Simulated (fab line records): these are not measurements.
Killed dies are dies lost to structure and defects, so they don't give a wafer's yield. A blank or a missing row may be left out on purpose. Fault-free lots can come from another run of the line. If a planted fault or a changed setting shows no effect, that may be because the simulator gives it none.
fab line records	flow sky130
[record] lots = 5	wafers = 15	last-day = 50
route steps=708 shown VIA1@471 METAL2@483 PAD_OPEN@708
lots that met no fault: from a run of the same line without faults
start-h: hours from the record's first day to the start of the lot's first wafer shown	wait-h: how many hours have passed since the lot's step before this one	" repeats the value in the row above	L1.1+2: a row that stands for several wafers	- either no value or no given start	* or withheld: withheld	< > ~ a bound
route shown NAME@n: a module of which the file shows steps, and the number in the route of the first	usual: mean/standard deviation taken from wafers without a fault	same: alike in all rows	chamber/n: place in a boat	sites: per-site readings	_std_site: standard deviation across them	_edge_site: the outer-site mean with the inner-site mean subtracted	radius-mm: for every site, how far away it sits from the centre of the wafer	mask NAME#n: copy n	behind: the last tool/chamber to shape the wafer	hold: what put the lot on hold/how long, in hours/how the hold closed	device: the transistor (n, p or np) that didn't switch	end of line: tests run on the same wafers once the route is complete	where a step has no rows: the recipe by itself	killed: count of dies lost to structure and defects at first sort (not the wafer's yield)	map: the dies of a wafer, with x for killed, . for not killed, _ for no die there
set.NAME: setting as actually run; set.NAME@STEP: the setting as run at that earlier step	model.NAME: the simulator's own value behind a step, which no gauge read
lots seen at some steps along the route; tables by step, rows by wafer
services: the hour from which a tool's chamber was out of use, counted from the record's first day as start-h (under 0 if before that day), plus the number of hours and why
[[steps]]
[step SKY_VIA1_OVL_MEAS_13]
[usual] VIA1_OVL = 0/4.8
lot.wafer	tool	chamber	start-h	wait-h	VIA1_OVL[nm]
L902.4	overlay-02	-	782.48	0.1	-6
L902.5	"	-	"	"	-1
L902.6	"	-	"	"	-4
L912.1	overlay-01	-	874.08	0.1	-11
L912.4	"	-	"	"	-3
L912.6	"	-	"	"	-6
L915.1	overlay-01	-	904.28	0.1	-5
L915.2	"	-	"	"	-2
L915.5	"	-	"	"	-8
L918.1	overlay-01	-	920.58	0.1	-3
L918.3	"	-	"	"	-2
L918.4	"	-	"	"	-5
L925.2	overlay-02	-	957.07	0.1	-2
L925.3	"	-	"	"	-8
L925.6	"	-	"	"	-9
[step SKY_VIA1_ETCH_14]
[recipe] chemistry = N2/H2	target = BARC	ion-energy-ev = 200	source-w = 500	bias-w = 100	pressure-mtorr = 30	n2-flow-sccm = 100	h2-flow-sccm = 200	stop-on = SiO2	time-s = 45.9	target-depth-a = 600
[step SKY_VIA1_ETCH_15]
[recipe] target = SiO2	chemistry = C4F8/O2/Ar	target-depth-nm = 351	stop-on = TiN	mask-material = KrF-thick	source-w = 1500	bias-w = 1200	pressure-mtorr = 40	c4f8-flow-sccm = withheld	O2_flow_sccm = 6	Ar_flow_sccm = 300	time-s = 54
[usual] oes-product-au = 0.981/0.006
lot.wafer	tool	chamber	start-h	wait-h	oes-product-au	rf-hours-counter-h
L902.4	rie-diel-04	1	782.54	0.0	0.985	33
L902.5	"	0	"	"	0.990	-
L902.6	"	1	"	"	0.967	-
L912.1	rie-diel-04	3	874.16	0.0	0.977	7
L912.4	"	1	"	"	0.972	2
L912.6	"	1	"	"	0.979	-
L915.1	rie-diel-01	3	904.36	0.0	0.977	20
L915.2	"	2	"	"	0.986	3
L915.5	"	0	"	"	0.989	-
L918.1	rie-diel-02	3	920.66	0.0	0.974	22
L918.3	"	1	"	"	0.980	15
L918.4	"	0	"	"	0.980	18
L925.2	rie-diel-04	3	957.14	0.0	0.994	10
L925.3	"	1	"	"	0.977	4
L925.6	"	3	"	"	0.983	-
[step SKY_VIA1_STRIP_16]
[recipe] chemistry = O2/N2	power-w = 1400	pressure-mtorr = 1500	platen-temp-c = withheld	o2-flow-sccm = 3000	n2-flow-sccm = 300	overash-fraction = 0.5
[usual] drypump-motor-current-A = 5.4/0.51	oes-product-au = 0.416/0.0042	strip-time-to-endpoint-s = 4.457/0.02
lot.wafer	tool	chamber	start-h	wait-h	drypump-motor-current-A	oes-product-au	rf-hours-counter-h	strip-time-to-endpoint-s
L902.4	plasma-asher-04	0	782.62	0.1	5.0	0.419	-	4.474
L902.5	"	0	"	"	5.0	0.412	-	4.446
L902.6	"	1	"	"	4.7	0.424	-	4.491
L912.1	plasma-asher-04	0	874.21	0.0	5.0	0.418	107	4.474
L912.4	"	1	"	"	4.7	0.416	-	4.486
L912.6	"	0	"	"	5.0	0.417	-	4.462
L915.1	plasma-asher-04	0	904.41	0.0	5.0	0.419	110	4.441
L915.2	"	1	"	"	4.7	0.406	110	4.446
L915.5	"	0	"	"	5.0	0.410	-	4.438
L918.1	plasma-asher-04	0	920.71	0.0	5.0	0.415	111	4.456
L918.3	"	1	"	"	4.7	0.418	-	4.463
L918.4	"	0	"	"	5.0	0.412	-	4.464
L925.2	plasma-asher-03	1	957.19	0.0	5.0	0.411	48	4.429
L925.3	"	0	"	"	6.0	0.408	-	4.446
L925.6	"	1	"	"	5.0	0.410	-	4.428
[step SKY_VIA1_STRIP_17]
[recipe] chemistry = post-etch-residue-remover	time-s = 1200	temp-c = 72.5
[step SKY_VIA1_CLEAN_18]
[recipe] chemistry = IPA	time-s = 180	temp-c = 25
[step SKY_VIA1_CLEAN_19]
[recipe] chemistry = O3/DIW	dry = n2-spin
[step SKY_VIA1_SPUTTER_20]
[recipe] material = TiN	target-thk-nm = 20	chamber-pressure-pa = 5	power-w = 4000	time-s = 80
[usual] chamber-pressure-pa = 4.999/0.01	throttle-valve-pct = 29.9/0.52
lot.wafer	tool	chamber	start-h	wait-h	chamber-pressure-pa	throttle-valve-pct
L902.4	pvd-sputter-01	-	783.18	0.0	5.000	30.1
L902.5	"	-	"	"	4.993	29.4
L902.6	"	-	"	"	4.993	30.0
L912.1	pvd-sputter-04	-	874.80	0.0	5.001	30.7
L912.4	"	-	"	"	5.006	30.7
L912.6	"	-	"	"	4.993	30.4
L915.1	pvd-sputter-02	-	905.01	0.0	5.003	29.9
L915.2	"	-	"	"	4.999	29.5
L915.5	"	-	"	"	5.007	30.4
L918.1	pvd-sputter-01	-	921.35	0.0	5.018	29.4
L918.3	"	-	"	"	4.988	29.9
L918.4	"	-	"	"	5.002	29.1
L925.2	pvd-sputter-01	-	957.78	0.0	5.002	30.1
L925.3	"	-	"	"	4.992	29.3
L925.6	"	-	"	"	4.991	29.3
[step SKY_VIA1_CVD_21]
[recipe] material = W	target-thk-nm = 270	time-s = 80.902	temp-c = 400	pressure-torr = 40
[usual] chamber-pressure-Torr = 39.99/0.095	heater-power-w = 790/56
lot.wafer	tool	chamber	start-h	wait-h	chamber-pressure-Torr	heater-power-w
L902.4	cvd-w-02	1	783.28	0.1	39.87	863
L902.5	"	0	"	"	40.01	850
L902.6	"	1	"	"	39.99	855
L912.1	cvd-w-01	0	874.86	0.0	39.97	711
L912.4	"	1	"	"	40.05	797
L912.6	"	1	"	"	39.97	801
L915.1	cvd-w-01	1	905.07	0.0	40.03	778
L915.2	"	0	"	"	39.97	715
L915.5	"	0	"	"	39.99	715
L918.1	cvd-w-02	1	921.41	0.0	40.15	787
L918.3	"	1	"	"	40.06	781
L918.4	"	0	"	"	39.85	786
L925.2	cvd-w-02	0	957.84	0.0	40.11	793
L925.3	"	0	"	"	39.94	780
L925.6	"	0	"	"	39.94	783
[step SKY_VIA1_RS_MEAS_22]
[recipe] thk-meas-gauge = four-point-probe	reads = W_of_VIA1_CVD_21+TiN_of_VIA1_SPUTTER_20
[usual] VIA1_W_RS = 0.426/0.0041
lot.wafer	tool	chamber	start-h	wait-h	VIA1_W_RS[ohm/sq]
L902.4	film-metro-02	-	783.40	0.1	0.424
L902.5	"	-	"	"	0.428
L902.6	"	-	"	"	0.421
L912.1	film-metro-04	-	874.95	0.1	0.428
L912.4	"	-	"	"	0.427
L912.6	"	-	"	"	0.427
L915.1	film-metro-04	-	905.16	0.1	0.421
L915.2	"	-	"	"	0.421
L915.5	"	-	"	"	0.427
L918.1	film-metro-04	-	921.50	0.1	0.418
L918.3	"	-	"	"	0.425
L918.4	"	-	"	"	0.424
L925.2	film-metro-02	-	957.95	0.1	0.434
L925.3	"	-	"	"	0.424
L925.6	"	-	"	"	0.427
[step SKY_VIA1_THK_MEAS_23]
[recipe] thk-meas-gauge = xrf	reads = W_of_VIA1_CVD_21
[usual] VIA1_W_THK = 270/3.6
lot.wafer	tool	chamber	start-h	wait-h	VIA1_W_THK[nm]
L902.4	film-metro-02	-	783.49	0.1	274
L902.5	"	-	"	"	272
L902.6	"	-	"	"	275
L912.1	film-metro-04	-	875.07	0.1	269
L912.4	"	-	"	"	271
L912.6	"	-	"	"	268
L915.1	film-metro-04	-	905.28	0.1	275
L915.2	"	-	"	"	275
L915.5	"	-	"	"	271
L918.1	film-metro-04	-	921.62	0.1	275
L918.3	"	-	"	"	272
L918.4	"	-	"	"	271
L925.2	film-metro-02	-	958.06	0.1	268
L925.3	"	-	"	"	273
L925.6	"	-	"	"	274
[step SKY_VIA1_CMP_24]
[recipe] stop-on = SiO2	t-overpolish-s = 15	down-force-psi = 3.5	platen-rpm = 60	target-thk-nm = 0	pad-velocity-m-s = 0.94248
[step SKY_METAL2_SPUTTER_00]
[recipe] material = Ti	target-thk-nm = 15	power-w = 3000	time-s = 10	chamber-pressure-pa = 0.4
[usual] chamber-pressure-pa = 0.4000/0.00085	throttle-valve-pct = 30.6/0.79
lot.wafer	tool	chamber	start-h	wait-h	chamber-pressure-pa	throttle-valve-pct	model.Ti_of_METAL2_SPUTTER_00.thk-nm
L902.4	pvd-sputter-04	-	783.82	0.2	0.3995	30.3	14.72
L902.5	"	-	"	"	0.4005	30.5	14.75
L902.6	"	-	"	"	0.4001	29.6	14.84
L912.1	pvd-sputter-04	-	875.43	0.1	0.3994	30.6	15.03
L912.4	"	-	"	"	0.4010	30.4	15.13
L912.6	"	-	"	"	0.3998	30.5	14.99
L915.1	pvd-sputter-04	-	905.72	0.1	0.4001	30.1	15.25
L915.2	"	-	"	"	0.3993	30.7	20.97
L915.5	"	-	"	"	0.4009	30.5	21.12
L918.1	pvd-sputter-02	-	921.98	0.1	0.3985	30.0	14.85
L918.3	"	-	"	"	0.3981	30.4	14.84
L918.4	"	-	"	"	0.4008	29.2	14.94
L925.2	pvd-sputter-03	-	958.41	0.1	0.4002	31.2	14.92
L925.3	"	-	"	"	0.3985	31.6	14.79
L925.6	"	-	"	"	0.3993	31.5	14.97
[step SKY_METAL2_SPUTTER_01]
[recipe] material = TiN	target-thk-nm = 20	power-w = 6500	time-s = 16.7	chamber-pressure-pa = 0.4
[usual] chamber-pressure-pa = 0.3999/0.00082	throttle-valve-pct = 30.6/0.78
lot.wafer	tool	chamber	start-h	wait-h	chamber-pressure-pa	throttle-valve-pct
L902.4	pvd-sputter-04	-	783.84	0.0	0.3999	30.2
L902.5	"	-	"	"	0.4002	30.5
L902.6	"	-	"	"	0.4006	29.1
L912.1	pvd-sputter-04	-	875.45	0.0	0.3998	30.4
L912.4	"	-	"	"	0.4001	30.2
L912.6	"	-	"	"	0.4006	30.1
L915.1	pvd-sputter-04	-	905.75	0.0	0.4003	30.2
L915.2	"	-	"	"	0.4012	30.6
L915.5	"	-	"	"	0.4001	30.4
L918.1	pvd-sputter-02	-	922.00	0.0	0.3992	29.7
L918.3	"	-	"	"	0.4000	30.4
L918.4	"	-	"	"	0.4003	29.5
L925.2	pvd-sputter-03	-	958.43	0.0	0.3994	31.2
L925.3	"	-	"	"	0.4007	31.4
L925.6	"	-	"	"	0.4008	31.9
[step SKY_PAD_OPEN_PROBE_99]
[usual] defect-limited-yield = 82.3/1.9	killed_at_M0_to_M3 = 44/7	killed_at_M4_up = 3.0/2	killed-at-contacts = 24/5.3	killed-at-front-end = 15/4	killed-dies = 87/9.1	killed-open = 49/7.3	killed-short = 38/5.9	sort_bin_3_pad_short = 0.9/0.42	sort_bin_5_function = 10.4/1.5	sort_bin_6_memory = 6.5/1.2	sort-n-pass = 405/9.1	sort-yield-pct = 82.3/1.9
[same] gross-dies = 492	killed-at-back-side = 0	killed-at-other = 0	sort_bin_4_leakage[%] = 0	sort_bin_8_speed[%] = 0
lot.wafer	tool	chamber	start-h	wait-h	defect-limited-yield[%]	killed_at_M0_to_M3	killed_at_M4_up	killed-at-contacts	killed-at-front-end	killed-dies	killed-open	killed-short	sort_bin_3_pad_short[%]	sort_bin_5_function[%]	sort_bin_6_memory[%]	sort-n-pass	sort-yield-pct[%]
L902.4	prober-01	-	1069.10	0.2	79.9	47	0	30	22	99	53	46	1.0	13.2	5.9	393	79.9
L902.5	prober-01	-	1069.15	0.2	83.1	47	3	18	15	83	45	38	0.2	10.4	6.3	409	83.1
L902.6	prober-01	-	1069.20	0.2	80.9	39	0	35	20	94	62	32	0.6	10.2	8.3	398	80.9
L912.1	prober-01	-	1138.77	0.1	83.1	39	1	25	18	83	48	35	0.4	8.1	8.3	409	83.1
L912.4	prober-01	-	1138.92	0.2	83.5	47	4	16	14	81	55	26	0.4	9.8	6.3	411	83.5
L912.6	prober-01	-	1139.02	0.2	81.5	36	3	26	26	91	40	51	1.2	12.2	5.1	401	81.5
L915.1	prober-02	-	1161.28	0.1	86.0	28	6	21	14	69	35	34	1.0	7.5	5.5	423	86.0
L915.2	prober-02	-	1161.33	0.1	80.7	50	4	19	22	95	58	37	0.6	12.4	6.3	397	80.7
L915.5	prober-02	-	1161.48	0.2	85.0	32	4	23	15	74	41	33	0.2	10.0	4.9	418	85.0
L918.1	prober-01	-	1172.30	0.1	81.7	43	6	20	21	90	46	44	1.8	11.4	5.1	402	81.7
L918.3	prober-01	-	1172.40	0.2	82.9	38	4	25	17	84	44	40	1.2	10.0	5.9	408	82.9
L918.4	prober-01	-	1172.45	0.2	83.9	35	2	26	16	79	41	38	1.0	10.6	4.5	413	83.9
L925.2	prober-02	-	1197.44	0.1	79.7	49	2	31	18	100	65	35	0.6	13.0	6.7	392	79.7
L925.3	prober-02	-	1197.49	0.2	86.2	31	0	17	20	68	35	33	0.6	7.7	5.5	424	86.2
L925.6	prober-02	-	1197.64	0.2	83.9	41	1	22	15	79	44	35	0.2	8.7	7.1	413	83.9
// killed by level:class
L902.4 CONTACT:geometric-particle:short=10 VIA1:geometric-particle:open=9 LI_CONTACT:geometric-particle:open=9 VIA3:geometric-particle:open=9 LOCAL_INTERCONNECT:geometric-particle:short=6 METAL1:geometric-particle:short=6 POLY_GATE:geometric-particle:short=5 POLY_GATE:geometric-particle:open=5
L902.5 VIA1:geometric-particle:open=12 METAL1:geometric-particle:short=8 VIA2:geometric-particle:open=6 CONTACT:geometric-particle:open=5 POLY_GATE:geometric-particle:open=4 POLY_GATE:geometric-particle:short=4 LI_CONTACT:geometric-particle:open=4 CONTACT:geometric-particle:short=4
L902.6 VIA1:geometric-particle:open=16 CONTACT:geometric-particle:open=12 LI_CONTACT:geometric-particle:open=9 POLY_GATE:geometric-particle:open=7 CONTACT:geometric-particle:short=6 FIELD_ISO:geometric-particle:short=5 LOCAL_INTERCONNECT:geometric-particle:short=5 VIA2:geometric-particle:open=5
L912.1 CONTACT:geometric-particle:open=11 VIA1:geometric-particle:open=10 VIA3:geometric-particle:open=7 FIELD_ISO:geometric-particle:short=5 POLY_GATE:geometric-particle:open=5 LI_CONTACT:geometric-particle:open=5 METAL2:geometric-particle:short=5 VIA1:geometric-particle:short=4
L912.4 VIA1:geometric-particle:open=19 VIA3:geometric-particle:open=9 CONTACT:geometric-particle:open=8 VIA2:geometric-particle:open=4 METAL3:geometric-particle:short=4 FIELD_ISO:geometric-particle:open=3 FIELD_ISO:geometric-particle:short=3 SPACER:geometric-particle:short=3
L912.6 VIA1:geometric-particle:open=9 FIELD_ISO:geometric-particle:short=8 POLY_GATE:geometric-particle:short=8 LOCAL_INTERCONNECT:geometric-particle:short=8 CONTACT:geometric-particle:open=7 POLY_GATE:geometric-particle:open=5 METAL1:geometric-particle:short=5 LI_CONTACT:geometric-particle:open=4
L915.1 LI_CONTACT:geometric-particle:open=8 METAL1:geometric-particle:short=6 METAL4:geometric-particle:short=5 CONTACT:geometric-particle:short=5 FIELD_ISO:geometric-particle:open=4 CONTACT:geometric-particle:open=4 VIA1:geometric-particle:open=4 SPACER:geometric-particle:open=3
L915.2 VIA1:geometric-particle:open=13 CONTACT:geometric-particle:open=9 VIA2:geometric-particle:open=9 FIELD_ISO:geometric-particle:open=7 METAL2:geometric-particle:short=6 FIELD_ISO:geometric-particle:short=5 POLY_GATE:geometric-particle:open=5 LI_CONTACT:geometric-particle:open=5
L915.5 VIA2:geometric-particle:open=7 POLY_GATE:geometric-particle:open=5 LI_CONTACT:geometric-particle:open=5 LI_CONTACT:geometric-particle:short=5 CONTACT:geometric-particle:short=5 VIA1:geometric-particle:open=5 VIA3:geometric-particle:open=5 FIELD_ISO:geometric-particle:open=4
L918.1 VIA1:geometric-particle:open=12 FIELD_ISO:geometric-particle:short=7 VIA1:geometric-particle:short=7 CONTACT:geometric-particle:open=6 METAL1:geometric-particle:short=6 LI_CONTACT:geometric-particle:open=5 METAL2:geometric-particle:short=4 VIA3:geometric-particle:open=4
L918.3 VIA1:geometric-particle:open=13 CONTACT:geometric-particle:open=8 LOCAL_INTERCONNECT:geometric-particle:short=6 LI_CONTACT:geometric-particle:open=5 CONTACT:geometric-particle:short=5 VIA2:geometric-particle:open=5 VIA3:geometric-particle:open=5 FIELD_ISO:geometric-particle:short=4
L918.4 CONTACT:geometric-particle:open=8 VIA2:geometric-particle:open=8 LI_CONTACT:geometric-particle:open=7 POLY_GATE:geometric-particle:short=6 LOCAL_INTERCONNECT:geometric-particle:short=6 METAL1:geometric-particle:short=6 VIA1:geometric-particle:open=5 METAL2:geometric-particle:short=5
L925.2 CONTACT:geometric-particle:open=15 VIA1:geometric-particle:open=14 FIELD_ISO:geometric-particle:short=7 VIA2:geometric-particle:open=7 VIA3:geometric-particle:open=6 FIELD_ISO:geometric-particle:open=5 LI_CONTACT:geometric-particle:open=5 LOCAL_INTERCONNECT:geometric-particle:short=5
L925.3 POLY_GATE:geometric-particle:short=9 VIA1:geometric-particle:open=9 LI_CONTACT:geometric-particle:open=8 POLY_GATE:geometric-particle:open=5 CONTACT:geometric-particle:open=4 VIA1:geometric-particle:short=4 FIELD_ISO:geometric-particle:short=3 METAL2:geometric-particle:short=3
L925.6 CONTACT:geometric-particle:open=12 VIA1:geometric-particle:open=10 VIA3:geometric-particle:open=9 METAL2:geometric-particle:short=7 POLY_GATE:geometric-particle:short=6 FIELD_ISO:geometric-particle:short=4 LOCAL_INTERCONNECT:geometric-particle:short=4 VIA2:geometric-particle:open=4
[[services]]
tool	chamber	start-h	hours	kind
pvd-sputter-02	-	761.55	2.8	repair
cvd-w-02	-	790.64	6.9	pm
rie-diel-01	-	791.76	2.8	pm
pvd-sputter-01	-	803.96	11.2	repair
rie-diel-04	1	805.22	-	clean
rie-diel-04	1	805.22	29.8	scheduled-down
rie-diel-04	1	805.22	29.8	vent-cycle
pvd-sputter-03	-	809.62	0.9	repair
rie-diel-01	2	824.69	4.9	repair
rie-diel-01	-	825.55	28.1	pm
rie-diel-04	2	835.00	-	clean
rie-diel-04	2	835.00	19.3	scheduled-down
rie-diel-04	2	835.00	19.3	vent-cycle
rie-diel-01	3	865.17	4.3	repair
cvd-w-02	1	886.22	12.4	repair
cvd-w-01	1	888.12	3.9	repair
cvd-w-02	-	904.00	14.0	pm
cvd-w-02	0	904.00	14.0	vent-cycle
cvd-w-02	1	904.00	14.0	vent-cycle
rie-diel-04	1	905.56	2.4	repair
plasma-asher-03	-	907.38	1.5	repair
cvd-w-02	-	922.21	0.6	repair
rie-diel-02	3	938.50	2.2	repair
cvd-w-02	0	950.92	2.2	repair
[[key]]
first-sign none at tools or gauges
[model-effect] step = SKY_METAL2_SPUTTER_00	value = Ti_of_METAL2_SPUTTER_00.thk-nm	without = 15.15	struck = 21.04
met-at SKY_METAL2_SPUTTER_00
struck-wafers L915.2,L915.5
onset-between 875.43 905.72
[fault] kind = process-parameter-drift	tool = pvd-sputter-04	chamber = -	onset-h = 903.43	steps = SKY_METAL2_SPUTTER_00	channel = target-thk-nm	offset = 5.8907	shape = step	end-h = 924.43	scope = struck-wafers-only	acts-in = these-recipes-only	stated = 15
